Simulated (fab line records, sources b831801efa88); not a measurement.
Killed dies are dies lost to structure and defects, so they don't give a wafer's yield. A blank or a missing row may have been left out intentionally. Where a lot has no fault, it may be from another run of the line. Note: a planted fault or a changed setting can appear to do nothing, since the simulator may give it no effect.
A single fault, viewed from 2 desks -- flow gf180mcu -- each desk has only its own numbers; what lay behind them comes last

## METROLOGY DESK
Means of the sampled wafers that have a number, per lot and without regard to the tool the lot ran on: this is what the gauges read. The brackets show how far a lot's mean lies from the usual mean; more than 4 standard deviations puts the lot out of limits, marked OUT.
Columns: A = VT_IMPLANT_OVL at GF_VT_IMPLANT_OVL_MEAS_07, usual -0.3 nm; B = NSD_TW at GF_NSD_TW_MEAS_12, usual 4270
lot,first seen here,A,B
L411,day 5 19:22,-1.4,4234
L412,day 5 20:46,0.6,4307
L413,day 6 03:31,0.2,4237
L416,day 6 21:59,-1.1,4226
L418,day 7 12:43,0.3,4220
L419,day 7 17:13,-1.6,4331
L420,day 8 04:19,-0.4,4356
L424,day 9 01:40,-2.1,4320
L426,day 9 16:22,-0.6,4320
L427,day 9 19:28,0.3,4342
L433,day 11 10:28,-0.3,4268
L434,day 11 14:31,-1.0,4233
Finding of this desk: none of the 12 lots has anything out of limits.

## AT THE TOOL OWNER'S DESK: rie_si-02
The tool's own readings at GF_POLY_GATE_ETCH_13 (etches poly-Si in HBr/Cl2, stops on SiO2, target depth 198.5 nm, time 69.6 s): means of the sampled wafers that have a number, for each lot that ran on this tool. The brackets show how far a lot's mean lies from the usual mean; more than 4 standard deviations puts the lot out of limits, marked OUT.
Columns: A = drypump_motor_current_A at GF_POLY_GATE_ETCH_13, usual 5.7 A; B = oes_product_au at GF_POLY_GATE_ETCH_13, usual 0.990 a.u.; C = run_length_s at GF_POLY_GATE_ETCH_13, usual 98.0 s; D = throttle_valve_pct at GF_POLY_GATE_ETCH_13, usual 33.685 %
lot,first seen here,A,B,C,D
L420,day 12 02:34,5.4,0.986,97.8,33.685
L424,day 13 07:43,5.4,0.989,97.5,33.683
L427,day 14 01:37,5.1,0.998,74.1 (-45) OUT,33.682
This desk's verdict: out of limits on L427, starting with L427 at day 14 01:37 (run_length_s at GF_POLY_GATE_ETCH_13). Within limits: L420, L424.

## TAKEN TOGETHER
On L427, at day 14 01:37, an alarm was possible from the tool owner's desk.
The metrology desk saw nothing out of limits.
The metrology desk has L427 on record, within its limits.
All the named lots went through GF_POLY_GATE_ETCH_13 on rie_si-02.

## WHAT HAD BEEN PUT IN BY THE SIMULATOR
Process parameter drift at GF_POLY_GATE_ETCH_13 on rie_si-02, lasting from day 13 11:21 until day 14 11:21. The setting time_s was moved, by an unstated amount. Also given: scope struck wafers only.
Shown lots that were struck: L427.
Time in hours from fault onset to the first out-of-limits reading at each desk: the tool owner's desk, 14.
